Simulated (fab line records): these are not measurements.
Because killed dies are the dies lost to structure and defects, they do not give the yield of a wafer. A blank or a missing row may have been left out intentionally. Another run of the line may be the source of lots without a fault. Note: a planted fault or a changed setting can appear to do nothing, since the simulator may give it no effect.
Which tool is to blame? -- flow sky130 -- 12 lots, 36 wafers sampled, at 5 steps of a route of 708

## WHAT EACH GAUGE READ, for each wafer
SKY_SONOS_ONO_CD_MEAS_13 targets a cd of 410 nm.
lot,measured,on,cd-nm (nm)
L526,day 12 12:25,cd-sem-02,406.6 405.2 405.9
L527,day 13 00:02,cd-sem-01,410.3 408.2 409.5
L528,day 13 03:14,cd-sem-02,408.2 409.4 407.0
L529,day 13 14:30,cd-sem-01,407.4 407.1 408.4
L530,day 14 01:32,cd-sem-02,408.7 412.3 410.9
L535,day 15 20:29,cd-sem-02,405.9 407.5 407.3
L538,day 17 01:32,cd-sem-01,409.6 410.0 410.0
L539,day 17 07:53,cd-sem-01,410.8 411.0 410.7
L540,day 17 13:32,cd-sem-02,404.6 406.0 407.5
L542,day 18 08:28,cd-sem-01,406.9 406.9 408.5
L544,day 18 23:02,cd-sem-01,409.3 409.4 408.8
L548,day 20 11:59,cd-sem-02,409.1 410.4 409.8

SKY_SD_N_CD_MEAS_07 targets a cd of 380 nm.
lot,measured,on,cd-nm (nm)
L526,day 27 16:59,cd-sem-02,380.5 380.5 377.6
L527,day 28 03:32,cd-sem-02,381.7 381.6 381.3
L528,day 28 10:17,cd-sem-01,378.2 378.3 377.6
L529,day 28 23:22,cd-sem-02,381.9 379.7 380.5
L530,day 29 11:56,cd-sem-02,379.4 382.0 378.4
L535,day 31 14:09,cd-sem-01,377.8 378.4 378.9
L538,day 32 06:50,cd-sem-01,377.0 378.3 380.3
L539,day 32 15:26,cd-sem-02,379.6 378.5 377.8
L540,day 32 23:23,cd-sem-01,378.6 380.9 381.1
L542,day 33 08:53,cd-sem-02,382.4 386.0 385.4
L544,day 34 04:18,cd-sem-01,380.4 382.1 381.0
L548,day 35 09:00,cd-sem-01,383.1 381.8 378.1

SKY_SD_N_OVL_MEAS_08.
lot,measured,on,SD_N_OVL (nm)
L526,day 27 17:06,overlay-02,-0.4 0.6 -2.6
L527,day 28 03:39,overlay-02,-0.4 -2.6 -2.0
L528,day 28 10:25,overlay-02,0.6 -0.6 0.9
L529,day 28 23:28,overlay-02,0.6 1.7 0.9
L530,day 29 12:04,overlay-01,1.6 1.0 -0.1
L535,day 31 14:16,overlay-02,2.6 1.9 1.1
L538,day 32 06:57,overlay-01,312.8 311.3 311.1
L539,day 32 15:31,overlay-01,3.1 3.2 1.1
L540,day 32 23:28,overlay-01,309.5 312.1 310.9
L542,day 33 09:00,overlay-02,0.9 -0.9 0.2
L544,day 34 04:23,overlay-01,2.8 3.0 2.0
L548,day 35 09:07,overlay-02,0.1 -0.2 0.1

SKY_SD_N_RS_MEAS_18: the measuring method here is four-point-probe.
lot,measured,on,RES_XHIGH_RS (ohm/sq)
L526,day 27 18:04,film-metro-03,329.3 329.7 330.6
L527,day 28 04:37,film-metro-03,329.7 329.3 330.0
L528,day 28 11:22,film-metro-02,328.2 328.4 329.5
L529,day 29 00:26,film-metro-03,328.9 329.5 329.0
L530,day 29 13:01,film-metro-01,334.1 332.3 332.4
L535,day 31 15:14,film-metro-03,330.7 329.3 330.0
L538,day 32 07:55,film-metro-03,329.2 328.2 330.3
L539,day 32 16:31,film-metro-01,329.0 328.7 329.0
L540,day 33 00:28,film-metro-01,327.2 328.5 328.4
L542,day 33 10:01,film-metro-02,328.2 327.5 327.8
L544,day 34 05:23,film-metro-01,329.0 330.1 330.3
L548,day 35 10:08,film-metro-03,330.0 330.1 329.4

## EACH LOT AND THE TOOL THAT RAN IT (in order: tool; ch and the chambers of the sampled wafers; start)
lot,SKY_SD_N_EXPOSE_04
L526,"iline-stepper-01 ch 0, day 27 02:25"
L527,"iline-stepper-02 ch 0, day 27 13:04"
L528,"iline-stepper-02 ch 0, day 27 19:35"
L529,"iline-stepper-01 ch 0, day 28 09:32"
L530,"iline-stepper-01 ch 0, day 28 21:56"
L535,"iline-stepper-01 ch 0, day 31 00:19"
L538,"iline-stepper-02 ch 0, day 31 17:06"
L539,"iline-stepper-01 ch 0, day 32 01:12"
L540,"iline-stepper-02 ch 0, day 32 09:57"
L542,"iline-stepper-01 ch 0, day 32 20:43"
L544,"iline-stepper-01 ch 0, day 33 15:33"
L548,"iline-stepper-01 ch 0, day 34 19:31"
- SKY_SD_N_EXPOSE_04: exposes mask NSDM, target cd 380 nm.

## AS READ BY THE TOOLS THEMSELVES (means over the sampled wafers that have a number; for cases with no such wafer, the mark the record gives instead)
SKY_SD_N_EXPOSE_04.
lot,tool,exposure-dose-mJ-cm2,reticle-temp-C (C)
L526,iline-stepper-01,140.99,23.14
L527,iline-stepper-02,140.87,22.80
L528,iline-stepper-02,140.79,22.85
L529,iline-stepper-01,140.83,23.12
L530,iline-stepper-01,140.76,23.21
L535,iline-stepper-01,141.05,22.92
L538,iline-stepper-02,140.83,22.98
L539,iline-stepper-01,140.93,22.99
L540,iline-stepper-02,140.85,22.98
L542,iline-stepper-01,140.96,23.00
L544,iline-stepper-01,140.91,23.01
L548,iline-stepper-01,140.84,22.95

## THE ANSWER, worked out from the rows above alone
Rule: the usual values come from the lots themselves. Put in order of their means at a reading, lots are off if they are a third of the lots or fewer, leave a main group of 4 or more, and stand apart from it by a gap of 3 or more times the standard deviation of the main group's means; of several such gaps the widest counts. A main group is skipped when, at the precision printed for the reading in the tables above, its means are all equal. A lot without any number at a reading at which 4 lots or more have one is off too. The other lots that the step has rows for count as sound. The gauges are gone through in route order, then the tools' own readings, and for those a lot's mean is taken as printed above. At the first step where some lot is off, the reading lying furthest off is the one used; lots without a number count as furthest.
Off: L538, L540, at SKY_SD_N_OVL_MEAS_08 (SD_N_OVL). Mean 0.7 nm and standard deviation 1.3 in the main group.
If a tool, at a process step before that reading, ran all the lots that are off and no sound lot after the first of them, it fits. The gauges at SKY_SD_N_OVL_MEAS_08 are tried like those tools. One fits: SKY_SD_N_EXPOSE_04 on iline-stepper-02. Its last sound lot is L528 (day 27 19:35), its first lot that is off L538 (day 31 17:06): a fault that began between those two fits.

## WHAT THE SIMULATOR PUT IN
Scanner matching overlay: iline-stepper-02, from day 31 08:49 on, at SKY_SD_N_EXPOSE_04. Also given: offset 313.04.
Struck lots among those shown: L538, L540. The rule above reached the same finding.
